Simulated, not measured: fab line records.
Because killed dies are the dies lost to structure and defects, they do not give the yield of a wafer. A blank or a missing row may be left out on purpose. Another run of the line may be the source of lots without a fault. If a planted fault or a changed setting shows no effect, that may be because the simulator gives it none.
Which of the tools did it? ; flow gf180mcu ; Sampling: 15 lots, 45 wafers, 4 of 602 route steps

WHAT THE GAUGES SHOWED, per wafer
GF_V1_THK_MEAS_03.
lot;measured;on;V1_CVD_02_THK (nm)
L885;day 16 11:25;film metro-04;839 854 842
L886;day 17 04:07;film metro-04;842 844 852
L887;day 17 08:40;film metro-02;846 858 864
L889;day 19 00:31;film metro-02;835 844 855
L891;day 19 15:59;film metro-02;848 840 863
L892;day 19 17:47;film metro-02;852 856 870
L893;day 20 17:48;film metro-01;846 835 849
L894;day 21 03:41;film metro-04;852 844 867
L895;day 21 14:54;film metro-01;849 852 855
L896;day 21 15:16;film metro-04;844 841 863
L898;day 22 14:08;film metro-01;840 847 844
L899;day 22 13:28;film metro-01;830 834 853
L900;day 23 02:43;film metro-04;848 858 871
L901;day 23 03:34;film metro-02;838 845 855
L908;day 25 00:20;film metro-01;850 862 858

GF_V1_BOW_MEAS_05.
lot;measured;on;V1_BOW (um)
L885;day 16 12:01;film metro-04;95 93 89
L886;day 17 04:29;film metro-01;82 79 74
L887;day 17 09:02;film metro-04;80 76 86
L889;day 19 00:52;film metro-04;72 90 81
L891;day 19 16:21;film metro-02;80 83 78
L892;day 19 18:09;film metro-02;75 82 75
L893;day 20 18:10;film metro-04;97 94 86
L894;day 21 04:04;film metro-02;88 86 84
L895;day 21 15:16;film metro-01;89 93 93
L896;day 21 15:37;film metro-01;84 96 80
L898;day 22 14:30;film metro-01;102 83 77
L899;day 22 13:50;film metro-01;96 80 97
L900;day 23 03:04;film metro-01;82 80 79
L901;day 23 03:56;film metro-04;80 89 81
L908;day 25 00:41;film metro-01;86 82 94

GF_V1_OVL_MEAS_15.
lot;measured;on;V1_OVL (nm)
L885;day 17 10:13;overlay-01;12 13 17
L886;day 18 03:53;overlay-02;10 6 12
L887;day 18 08:32;overlay-01;14 5 9
L889;day 20 02:01;overlay-02;13 6 8
L891;day 20 17:19;overlay-02;9 3 2
L892;day 20 19:04;overlay-02;9 12 9
L893;day 21 18:55;overlay-02;-4 -3 -1
L894;day 22 04:01;overlay-01;0 7 -2
L895;day 22 14:26;overlay-01;13 9 12
L896;day 22 15:40;overlay-02;0 -2 -2
L898;day 23 13:35;overlay-01;6 6 12
L899;day 23 12:18;overlay-01;8 16 14
L900;day 24 01:33;overlay-01;6 4 10
L901;day 24 02:25;overlay-02;5 2 -3
L908;day 25 21:34;overlay-02;-4 2 0

WHICH TOOL RAN EACH LOT (tool, then ch and the chambers of the sampled wafers, then the start)
lot;GF_MVPSD_EXPOSE_04
L885;iline stepper-01 ch 0, day 4 16:20
L886;iline stepper-02 ch 0, day 4 22:58
L887;iline stepper-01 ch 0, day 5 02:10
L889;iline stepper-01 ch 0, day 6 04:33
L891;iline stepper-02 ch 0, day 6 07:20
L892;iline stepper-01 ch 0, day 6 12:32
L893;iline stepper-02 ch 0, day 6 21:27
L894;iline stepper-02 ch 0, day 7 02:16
L895;iline stepper-02 ch 0, day 7 04:44
L896;iline stepper-02 ch 0, day 7 10:25
L898;iline stepper-02 ch 0, day 7 20:31
L899;iline stepper-02, day 8 01:01
L900;iline stepper-02, day 8 08:22
L901;iline stepper-02, day 8 14:06
L908;iline stepper-02 ch 0, day 10 06:46
- GF_MVPSD_EXPOSE_04: exposes mask MVPSD, target cd 1000 nm.

AS READ BY THE TOOLS THEMSELVES (means over the sampled wafers that have a number; for cases with no such wafer, the mark the record gives instead)
GF_MVPSD_EXPOSE_04.
lot;tool;exposure dose mJ cm2;focus offset nm (nm)
L885;iline stepper-01;260.04;-0.2
L886;iline stepper-02;259.92;-0.1
L887;iline stepper-01;260.37;0.3
L889;iline stepper-01;259.76;-0.2
L891;iline stepper-02;260.06;0.1
L892;iline stepper-01;259.77;0.3
L893;iline stepper-02;260.14;-0.3
L894;iline stepper-02;259.92;-0.1
L895;iline stepper-02;259.79;0.9
L896;iline stepper-02;260.03;0.3
L898;iline stepper-02;260.18;0.1
L899;iline stepper-02;-;-
L900;iline stepper-02;-;-
L901;iline stepper-02;-;-
L908;iline stepper-02;260.01;-0.0

THE ANSWER, worked out from the rows above alone
Rule: the lots themselves supply what counts as usual. The widest of any qualifying gaps counts: lots, ordered by their means at a reading, are off when they make up no more than a third of the lots, leave a main group of 4 or more, and stand apart from it by 3 or more times the standard deviation of that group's means. If all means in a main group match to the digits the tables above print for the reading, that group is not used. A lot without any number at a reading at which 4 lots or more have one is off too. Where the step has rows for the other lots, those lots are counted as sound. Order of review: gauges by route order, followed by the tools' own readings, for which a lot's mean as printed above is used. At the first step where some lot is off, the reading lying furthest off is the one used; lots without a number count as furthest.
Off at GF_MVPSD_EXPOSE_04 (exposure dose mJ cm2): L899, L900, L901. Without a number there: L899, L900, L901. The main group: mean 260.00, standard deviation 0.17.
If a tool, at that step or one of the process steps before it, ran each lot that is off and ran no sound lot following the first of them, it fits. None of those tried fits.

WHAT THE SIMULATOR HAD PUT IN
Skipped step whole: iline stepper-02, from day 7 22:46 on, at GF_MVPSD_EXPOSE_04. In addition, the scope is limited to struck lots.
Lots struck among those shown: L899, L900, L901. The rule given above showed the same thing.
